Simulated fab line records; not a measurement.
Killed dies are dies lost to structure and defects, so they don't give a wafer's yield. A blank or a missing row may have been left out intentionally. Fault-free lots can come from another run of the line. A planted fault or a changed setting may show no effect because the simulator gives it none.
Comparing a struck lot with a sound one ; flow gf180mcu ; 16 steps out of a route of 602
Sound: these wafers, L863.3, L863.4, L863.5. Wafers L870.1, L870.5, L870.6 were the ones struck. Last of all comes the cause.
Order at every step that has rows: each side's tool, ch and its chambers, its first start. Under that, the readings that differ: sound wafers ; struck wafers ; difference of the means ; sigmas: that difference in standard deviations of wafers without a fault.
alike: same words and numbers on both sides, and readings whose means sit less than 2 such deviations apart. not compared: any withheld reading, any reading some wafer has no value for, any bound like >300 that may hide the same value, and any number with overlapping values for which the record gives no deviation.
The two part at a step that has a row with sigmas, a row that says differs or no value, or rows on one side only. When numbers do not overlap yet have no deviation, they are printed without sigmas and do not part them. A reading missing from all wafers of one side parts the sides only when that side holds two or more wafers.

first, 6 steps without rows for these wafers: GF_M4_HMDS_08 (prime time 60 s); GF_M4_COAT_09 (resist thk 1000 nm); GF_M4_SOFTBAKE_10 (time 60 s); GF_M4_EXPOSE_11 (exposes mask Metal4, target cd 280 nm); GF_M4_PEB_12 (peb time 90 s); GF_M4_DEVELOP_13 (develop time 60 s).
GF_M4_CD_MEAS_14: the cd target is 280 nm.
  sound on cdSem-01, day 23 15:19; struck on cdSem-01, day 25 23:41
  alike: cdNm
GF_M4_OVL_MEAS_15:
  sound on overlay-02, day 23 15:25; struck on overlay-02, day 25 23:48
  alike: M4_OVL
GF_M4_METAL_ETCH_16: etches the open film in Cl2/BCl3, stops on SiO2, target depth 627.5 nm, time 104.6 s.
  sound on rieMetal-04 ch 1, day 23 15:31; struck on rieMetal-04 ch 0,1, day 25 23:50
  alike: biasW, drypumpMotorCurrentA, oesProductAu, throttleValvePct
  not compared: rfHoursCounterH
GF_M4_STRIP_17: strips in O2/N2.
  sound on plasmaAsher-03 ch 0,1, day 23 15:41; struck on plasmaAsher-03 ch 0,1, day 25 23:57
  alike: drypumpMotorCurrentA, heaterPowerW, oesProductAu, stripTimeToEndpointS
  not compared: rfHoursCounterH
then, 2 steps without rows for these wafers: GF_M4_STRIP_18 (strips in post etch residue remover, time 1200 s); GF_M4_CLEAN_19 (cleans in DIW).
GF_V4_CVD_00: deposits SiO2, target thk 600 nm, time 100 s.
  sound on hdpcvd-02 ch 0,2, day 23 16:11; struck on hdpcvd-01 ch 1,2, day 26 00:29
  alike: sih4FlowSccm
GF_V4_THK_MEAS_01:
  sound on filmMetro-04, day 23 16:17; struck on filmMetro-03, day 26 00:34
reading;sound;struck;difference;sigmas
V4_CVD_00_THK (nm);614 611 597;451 472 452;-149;-18
GF_V4_CVD_02: deposits SiO2 from TEOS, target thk 850 nm, time 94.851 s.
  sound on pecvd-02 ch 0,1,2, day 23 16:20; struck on pecvd-01 ch 0,1, day 26 00:37
  alike: heaterPowerW
-- the record jumps here: 5 days lie between the struck wafers' starts before and after (it left off in module V4 and takes up again in module PASSIVATION, whose first step shown is number 602 of the route) --
GF_PASSIVATION_PROBE_99:
  sound on prober-02, day 29 06:13; struck on prober-01, day 31 03:35
reading;sound;struck;difference;sigmas
model.etest.tester.sort_bin_3_pct (%);0.2033 0.6098 0.4065;- - -;no value on the struck wafers;

== WHERE THEY PART ==
First at GF_V4_THK_MEAS_01; last, within this record, at GF_PASSIVATION_PROBE_99.

WHY: what the simulator had put in
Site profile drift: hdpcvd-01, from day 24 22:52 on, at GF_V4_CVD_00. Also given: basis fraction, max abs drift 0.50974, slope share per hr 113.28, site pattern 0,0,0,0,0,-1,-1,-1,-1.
